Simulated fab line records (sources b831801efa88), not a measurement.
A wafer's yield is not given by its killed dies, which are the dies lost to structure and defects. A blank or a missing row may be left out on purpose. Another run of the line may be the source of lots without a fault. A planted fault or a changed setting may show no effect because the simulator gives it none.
A struck lot beside a sound one :: flow sky130 :: 16 steps out of a route of 708
Sound: wafers L878.2, L878.5, L878.6. Struck: wafers L885.3, L885.4, L885.5. Last of all comes the cause.
Per side, at each step with rows, come the tool, then ch with its chambers, and then its first start. Under that, the readings that differ: sound wafers :: struck wafers :: difference of the means :: sigmas: that difference in standard deviations of wafers without a fault.
alike: readings with means less than 2 such deviations apart, plus words and numbers identical on both sides. not compared: withheld readings, readings lacking a value on some wafer, bounds such as >300 that could conceal the same value, and numbers that have no deviation in the record and whose values overlap.
Wherever a step has rows on one side only, a row that says differs or no value, or a row with sigmas, the two part there. When numbers do not overlap yet have no deviation, they are printed without sigmas and do not part them. A reading that every wafer of one side lacks parts them only if that side has two wafers or more.

SKY_LDD_P_OVL_MEAS_08:
  sound: overlay-02 at day 20 21:45; struck: overlay-02 at day 23 18:31
  alike: LDD_P_OVL
then, 1 step without rows for these wafers: SKY_LDD_P_IMPLANT_09.
SKY_LDD_P_STRIP_10: strips in O2/N2.
  sound on plasmaAsher-02 ch 0,1, day 20 21:56; struck on plasmaAsher-02 ch 0,1, day 23 18:43
  alike: drypumpMotorCurrentA, oesProductAu, stripTimeToEndpointS
  not compared: rfHoursCounterH
SKY_LDD_P_TW_MEAS_11:
  sound: filmMetro-04 at day 20 22:02; struck: filmMetro-04 at day 23 18:48
  alike: LDD_P_TW
then, 7 steps without rows for these wafers: SKY_LDD_HVN_DEHYDRATE_00 (time 60 s); SKY_LDD_HVN_HMDS_01 (prime time 60 s); SKY_LDD_HVN_COAT_02 (resist thk 300 nm); SKY_LDD_HVN_SOFTBAKE_03 (time 60 s); SKY_LDD_HVN_EXPOSE_04 (exposes mask HVNTM, target cd 700 nm); SKY_LDD_HVN_PEB_05; SKY_LDD_HVN_DEVELOP_06 (develop time 60 s).
SKY_LDD_HVN_OVL_MEAS_07:
  sound: overlay-02 at day 22 04:32; struck: overlay-01 at day 25 01:05
  alike: LDD_HVN_OVL
SKY_LDD_HVN_IMPLANT_08:
  sound on implanter-04 ch 0, day 22 04:35; struck on implanter-04 ch 0, day 25 01:10
reading: doseIonsCm2
sound: 3.003e+13 2.996e+13 3.001e+13
struck: 2.3858e+14 2.386e+14 2.3863e+14
difference: +2.0860e+14
sigmas: +99 or more

reading: endStationPressureTorr (Torr)
sound: 5.5e-06 5.3e-06 4.8e-06
struck: 6.1e-06 6.6e-06 6.1e-06
difference: +1.1e-06
sigmas: +4

reading: faradayCurrentUA
sound: 171 169 163
struck: 1329 1323 1323
difference: +1157
sigmas: +99 or more
SKY_LDD_HVN_STRIP_09: strips in O2/N2.
  sound on plasmaAsher-04 ch 0,1, day 22 04:43; struck on plasmaAsher-04 ch 0,1, day 25 01:17
  alike: drypumpMotorCurrentA, oesProductAu, stripTimeToEndpointS
  not compared: rfHoursCounterH
SKY_LDD_HVN_TW_MEAS_10:
  sound: filmMetro-01 at day 22 04:49; struck: filmMetro-04 at day 25 01:37
reading: LDD_HVN_TW
sound: 1448 1440 1442
struck: 2749 2732 2732
difference: +1294
sigmas: +99 or more
  not compared: hold
SKY_PAD_OPEN_PROBE_99:
  the record holds rows for the sound wafers here (prober-02, day 47 09:13) but none for the struck ones

## WHERE THEY PART
Last at SKY_PAD_OPEN_PROBE_99 as far as this record goes, first at SKY_LDD_HVN_IMPLANT_08.

WHY: what had been put in by the simulator
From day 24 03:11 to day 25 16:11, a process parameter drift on implanter-04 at SKY_LDD_HVN_IMPLANT_08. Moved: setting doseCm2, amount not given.
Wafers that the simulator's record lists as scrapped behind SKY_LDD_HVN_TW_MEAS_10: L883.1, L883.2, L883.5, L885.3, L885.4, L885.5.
